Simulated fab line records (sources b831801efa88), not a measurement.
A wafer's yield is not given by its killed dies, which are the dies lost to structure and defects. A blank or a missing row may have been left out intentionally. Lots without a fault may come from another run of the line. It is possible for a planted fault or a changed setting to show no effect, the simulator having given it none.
fab line records	flow sfq_line
[record] lots = 15	wafers = 45	last_day = 77
route steps=325 shown I2@116 I3@145 I4@165
lots that met no fault: from a run of the same line without faults
start_h: start of the lot's first displayed wafer, in hours after the record's first day	wait_h: hours elapsed since this lot's preceding step	" repeats the value in the row above	L1.1+2: one row covering several wafers at once	- either no value or no given start	* or withheld: withheld	< > ~ a bound
route shown NAME@n: a module of which the file shows steps, and the number in the route of the first	usual: mean/standard deviation taken from wafers without a fault	same: alike in all rows	chamber/n: place in a boat	sites: readings site by site	_std_site: the values' standard deviation	_edge_site: inner sites' mean taken away from outer sites' mean	radius_mm: how far each site lies from the wafer's centre	mask NAME#n: copy n	behind: the most recent tool/chamber to have shaped the wafer	hold: what put the lot on hold/how long, in hours/how the hold closed	device: whichever transistor did not switch (one of n, p or np)	end of line: the same wafers' tests at the end of the route	a step without rows: its recipe alone	killed: dies that structure and defects cost at the first sort, which is not the same as the wafer's yield	map: dies across one wafer; x = killed, . = not, _ = none there
set.NAME: the setting as run; set.NAME@STEP: as run at that earlier step	model.NAME: the simulator's own value behind a step, which no gauge read
a sample of lots followed through the steps of the route, with each step as a table and each wafer as a row
services: a tool's chamber out of use, with start hour (start_h, from the record's first day; less than 0 if before it), hours out, and reason
[[steps]]
[step SFQ_TRILAYER_I2_VIA_STRIP_STRIP_071]
[recipe] gas = O2	power_w = 200	platen_temp_c = 40	overash_fraction = 0.65	chemistry = O2	pressure_mtorr = 50
[usual] drypump_motor_current_A = 5.6/0.48	oes_product_au = 1.002/0.0082
lot.wafer	tool	chamber	start_h	wait_h	drypump_motor_current_A	oes_product_au	rf_hours_counter_h
L671.2	rie_metal-01	1	540.84	-	5.8	0.993	72
L671.4	"	0	"	"	5.0	1.017	-
L671.6	"	0	"	"	5.0	1.002	-
L676.2	rie_metal-02	1	571.95	-	5.6	0.995	78
L676.3	"	0	"	"	6.4	1.003	-
L676.5	"	1	"	"	5.6	1.008	-
L677.1	rie_metal-03	0	585.90	-	5.1	0.997	19
L677.2	"	1	"	"	5.3	1.000	8
L677.6	"	1	"	"	5.3	1.014	-
L678.3	rie_metal-01	0	598.10	-	5.0	0.996	-
L678.4	"	1	"	"	5.9	1.001	-
L678.5	"	0	"	"	5.0	1.005	-
L679.1	rie_metal-01	0	619.40	-	5.0	1.006	99
L679.3	"	0	"	"	5.0	0.988	-
L679.6	"	0	"	"	5.0	0.995	-
L681.1	rie_metal-01	1	642.20	-	5.9	1.001	90
L681.2	"	0	"	"	5.0	1.006	103
L681.6	"	1	"	"	5.8	1.002	-
L683.2	rie_metal-01	1	665.42	-	5.9	0.986	94
L683.4	"	0	"	"	5.0	1.000	-
L683.6	"	1	"	"	5.9	0.992	-
L684.1	rie_metal-03	1	673.82	-	5.3	1.007	23
L684.5	"	0	"	"	5.1	1.014	-
L684.6	"	1	"	"	5.3	1.022	-
L685.1	rie_metal-03	0	681.02	-	5.1	1.004	36
L685.4	"	0	"	"	5.1	1.008	-
L685.5	"	0	"	"	5.1	1.013	-
L686.2	rie_metal-01	1	694.22	-	5.8	1.009	99
L686.3	"	0	"	"	5.0	0.999	-
L686.4	"	1	"	"	5.9	1.005	-
L688.1	rie_metal-02	0	702.62	-	6.4	1.003	82
L688.2	"	1	"	"	5.6	0.996	101
L688.3	"	1	"	"	5.6	1.007	-
L689.1	rie_metal-02	0	718.22	-	6.3	1.014	85
L689.2	"	1	"	"	5.6	1.005	104
L689.5	"	0	"	"	6.3	0.994	-
L690.2	rie_metal-02	1	721.82	-	5.6	0.996	105
L690.3	"	1	"	"	5.6	0.992	-
L690.5	"	1	"	"	5.6	1.005	-
L691.1	rie_metal-01	0	730.22	-	5.0	1.003	121
L691.4	"	1	"	"	5.9	1.007	-
L691.5	"	1	"	"	5.9	0.996	-
L692.4	rie_metal-01	1	742.42	-	5.8	0.997	-
L692.5	"	0	"	"	5.0	0.997	-
L692.6	"	1	"	"	5.8	0.997	-
[step SFQ_TRILAYER_I3_VIA_ETCH_VIA_ETCH_088]
[recipe] target = SiO2	stop_on = Nb	mask_material = PR	taper_deg = 20	chemistry = CHF3	target_depth_nm = 260	source_w = 500	bias_w = 80	pressure_mtorr = 30	time_s = withheld
[usual] bias_w = 80.03/0.25	drypump_motor_current_A = 5.84/0.28	oes_product_au = 0.855/0.0053
lot.wafer	tool	chamber	start_h	wait_h	bias_w	drypump_motor_current_A	oes_product_au
L671.2	rie_diel-02	0	749.38	0.0	80.46	6.02	0.862
L671.4	"	3	"	"	79.99	5.79	0.857
L671.6	"	2	"	"	79.72	6.11	0.863
L676.2	rie_diel-03	2	774.58	0.0	80.19	5.92	0.851
L676.3	"	3	"	"	79.84	5.26	0.852
L676.5	"	1	"	"	80.13	6.10	0.853
L677.1	rie_diel-03	2	778.18	0.0	80.38	5.93	0.849
L677.2	"	1	"	"	80.10	6.11	0.862
L677.6	"	2	"	"	80.01	5.94	0.862
L678.3	rie_diel-02	3	784.18	0.0	79.66	5.80	0.847
L678.4	"	1	"	"	80.27	6.12	0.853
L678.5	"	3	"	"	79.92	5.81	0.851
L679.1	rie_diel-04	3	796.18	0.0	80.33	5.80	0.867
L679.3	"	1	"	"	80.41	5.80	0.862
L679.6	"	3	"	"	80.24	5.80	0.853
L681.1	rie_diel-04	0	811.58	0.0	79.96	5.72	0.858
L681.2	"	3	"	"	80.08	5.82	0.850
L681.6	"	0	"	"	80.01	5.73	0.852
L683.2	rie_diel-03	1	828.18	0.0	80.17	6.11	0.848
L683.4	"	0	"	"	80.47	5.99	0.858
L683.6	"	1	"	"	80.34	6.10	0.857
L684.1	rie_diel-02	3	836.13	0.0	80.13	5.79	0.856
L684.5	"	1	"	"	79.79	6.07	0.849
L684.6	"	2	"	"	80.25	6.14	0.856
L685.1	rie_diel-04	0	837.33	0.0	79.78	5.71	0.853
L685.4	"	1	"	"	80.39	5.80	0.850
L685.5	"	0	"	"	79.82	5.71	0.853
L686.2	rie_diel-03	1	843.43	0.0	79.79	6.10	0.855
L686.3	"	3	"	"	79.86	5.24	0.851
L686.4	"	2	"	"	79.81	5.95	0.854
L688.1	rie_diel-03	1	859.09	0.0	80.00	6.07	0.851
L688.2	"	0	"	"	79.97	5.94	0.863
L688.3	"	3	"	"	79.94	5.22	0.852
L689.1	rie_diel-04	2	871.09	0.0	80.30	5.87	0.849
L689.2	"	0	"	"	79.82	5.71	0.856
L689.5	"	0	"	"	80.30	5.70	0.865
L690.2	rie_diel-02	3	877.09	0.0	80.53	5.81	0.855
L690.3	"	0	"	"	79.79	6.02	0.852
L690.5	"	3	"	"	80.59	5.79	0.862
L691.1	rie_diel-03	1	880.69	0.0	80.29	6.10	0.849
L691.4	"	2	"	"	80.03	5.91	0.858
L691.5	"	2	"	"	79.87	5.93	0.850
L692.4	rie_diel-02	3	883.09	0.0	79.98	5.81	0.855
L692.5	"	2	"	"	79.80	6.13	0.848
L692.6	"	1	"	"	80.54	6.10	0.857
[step SFQ_I4_BOW_MEAS_927]
[recipe] mode = bow
[usual] I4_BOW = 2/9.9
lot.wafer	tool	chamber	start_h	wait_h	I4_BOW[um]
L671.2	film_metro-04	-	846.92	2.5	15
L671.4	"	-	"	"	9
L671.6	"	-	"	"	17
L676.2	film_metro-02	-	876.92	1.0	12
L676.3	"	-	"	"	24
L676.5	"	-	"	"	21
L677.1	film_metro-04	-	879.90	1.0	0
L677.2	"	-	"	"	1
L677.6	"	-	"	"	-4
L678.3	film_metro-04	-	884.62	2.5	10
L678.4	"	-	"	"	16
L678.5	"	-	"	"	7
L679.1	film_metro-01	-	888.90	1.5	-8
L679.3	"	-	"	"	1
L679.6	"	-	"	"	4
L681.1	film_metro-04	-	902.58	2.5	16
L681.2	"	-	"	"	5
L681.6	"	-	"	"	12
L683.2	film_metro-04	-	915.92	2.5	3
L683.4	"	-	"	"	-9
L683.6	"	-	"	"	2
L684.1	film_metro-02	-	924.58	1.5	7
L684.5	"	-	"	"	-18
L684.6	"	-	"	"	-13
L685.1	film_metro-04	-	927.90	2.0	-7
L685.4	"	-	"	"	-7
L685.5	"	-	"	"	3
L686.2	film_metro-02	-	933.92	2.0	-9
L686.3	"	-	"	"	-11
L686.4	"	-	"	"	-2
L688.1	film_metro-04	-	948.58	2.5	-12
L688.2	"	-	"	"	5
L688.3	"	-	"	"	8
L689.1	film_metro-01	-	960.90	1.0	0
L689.2	"	-	"	"	10
L689.5	"	-	"	"	5
L690.2	film_metro-01	-	969.60	2.0	16
L690.3	"	-	"	"	27
L690.5	"	-	"	"	25
L691.1	film_metro-04	-	975.81	1.0	5
L691.4	"	-	"	"	-5
L691.5	"	-	"	"	-7
L692.4	film_metro-02	-	978.87	1.6	16
L692.5	"	-	"	"	4
L692.6	"	-	"	"	17
[step SFQ_TRILAYER_I4_VIA_LITHO_EXPOSE_104]
[recipe] mask_id = I4	na = 0.6	source_shape = conventional	sigma_outer = 0.65	target_cd_nm = 700	dose_mj = 21.3
[usual] exposure_dose_mJ_cm2 = 21.303/0.021	focus_offset_nm = 0.0/0.49
lot.wafer	tool	chamber	start_h	wait_h	mask	exposure_dose_mJ_cm2	focus_offset_nm
L671.2	krf_scanner-01	0	933.87	-	I4#0	21.293	0.6
L671.4	"	0	"	"	I4#0	21.296	-0.3
L671.6	"	0	"	"	I4#0	21.317	-0.4
L676.2	krf_scanner-01	-	968.57	-	I4#0	-	-
L676.3	"	-	"	"	I4#0	-	-
L676.5	"	-	"	"	I4#0	-	-
L677.1	krf_scanner-01	-	971.97	-	I4#0	-	-
L677.2	"	-	"	"	I4#0	-	-
L677.6	"	-	"	"	I4#0	-	-
L678.3	krf_scanner-01	-	975.97	-	I4#0	-	-
L678.4	"	-	"	"	I4#0	-	-
L678.5	"	-	"	"	I4#0	-	-
L679.1	krf_scanner-01	0	980.37	-	I4#0	21.305	-0.2
L679.3	"	0	"	"	I4#0	21.322	0.1
L679.6	"	0	"	"	I4#0	21.286	-0.2
L681.1	krf_scanner-01	0	997.13	-	I4#0	21.323	-0.2
L681.2	"	0	"	"	I4#0	21.293	-0.3
L681.6	"	0	"	"	I4#0	21.305	-0.1
L683.2	krf_scanner-01	0	1037.65	-	I4#0	21.322	-0.3
L683.4	"	0	"	"	I4#0	21.288	-0.7
L683.6	"	0	"	"	I4#0	21.301	-0.4
L684.1	krf_scanner-01	0	1041.05	-	I4#0	21.323	-1.0
L684.5	"	0	"	"	I4#0	21.325	-0.7
L684.6	"	0	"	"	I4#0	21.312	-0.1
L685.1	krf_scanner-01	0	1044.65	-	I4#0	21.287	-0.2
L685.4	"	0	"	"	I4#0	21.290	-1.3
L685.5	"	0	"	"	I4#0	21.321	-0.4
L686.2	krf_scanner-01	0	1050.85	-	I4#0	21.294	-0.2
L686.3	"	0	"	"	I4#0	21.301	0.8
L686.4	"	0	"	"	I4#0	21.270	0.3
L688.1	krf_scanner-01	0	1065.05	-	I4#0	21.299	0.0
L688.2	"	0	"	"	I4#0	21.277	0.5
L688.3	"	0	"	"	I4#0	21.289	0.0
L689.1	krf_scanner-01	0	1075.85	-	I4#0	21.279	-0.4
L689.2	"	0	"	"	I4#0	21.297	0.8
L689.5	"	0	"	"	I4#0	21.322	0.3
L690.2	krf_scanner-01	0	1084.45	-	I4#0	21.303	-0.1
L690.3	"	0	"	"	I4#0	21.306	0.4
L690.5	"	0	"	"	I4#0	21.308	0.8
L691.1	krf_scanner-01	0	1091.00	-	I4#0	21.291	-0.7
L691.4	"	0	"	"	I4#0	21.271	0.1
L691.5	"	0	"	"	I4#0	21.295	0.0
L692.4	krf_scanner-01	0	1094.00	-	I4#0	21.286	-0.2
L692.5	"	0	"	"	I4#0	21.305	0.3
L692.6	"	0	"	"	I4#0	21.323	-0.6
[[services]]
tool	chamber	start_h	hours	kind
krf_scanner-01	-	579.86	0.8	pm
rie_diel-03	2	583.92	14.9	repair
krf_scanner-01	-	601.01	1.0	pm
krf_scanner-01	-	612.81	1.3	pm
rie_metal-01	1	646.93	4.7	repair
krf_scanner-01	-	651.31	4.0	pm
rie_diel-03	-	678.38	0.4	repair
rie_diel-03	0	734.08	5.2	repair
krf_scanner-01	-	746.53	4.4	pm
krf_scanner-01	-	750.91	0.8	pm
krf_scanner-01	-	770.86	1.0	pm
krf_scanner-01	-	784.67	8.7	repair
krf_scanner-01	-	793.38	1.3	pm
krf_scanner-01	-	803.45	2.3	repair
krf_scanner-01	-	872.49	0.2	repair
rie_diel-03	3	912.72	14.6	repair
krf_scanner-01	-	917.32	0.8	pm
krf_scanner-01	-	939.67	1.0	pm
rie_diel-03	1	943.65	12.2	repair
krf_scanner-01	-	964.67	1.3	pm
rie_diel-03	2	975.44	8.4	repair
krf_scanner-01	-	999.76	26.9	repair
rie_diel-03	0	1017.74	4.7	repair
krf_scanner-01	-	1086.65	0.8	pm
[[key]]
[first_sign] step = SFQ_TRILAYER_I4_VIA_LITHO_EXPOSE_104	reading = tool_record	direction = missing
effect none on later readings
met_at SFQ_TRILAYER_I4_VIA_LITHO_EXPOSE_104
struck_lots L676,L677,L678
not_acting_at SFQ_TRILAYER_I2_VIA_STRIP_STRIP_071,SFQ_TRILAYER_I3_VIA_ETCH_VIA_ETCH_088,SFQ_I4_BOW_MEAS_927
onset_between 933.87 968.57
[fault] kind = skipped_step_whole	tool = krf_scanner-01	chamber = -	onset_h = 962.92	steps = SFQ_TRILAYER_I4_VIA_LITHO_EXPOSE_104	scope = struck_lots_only
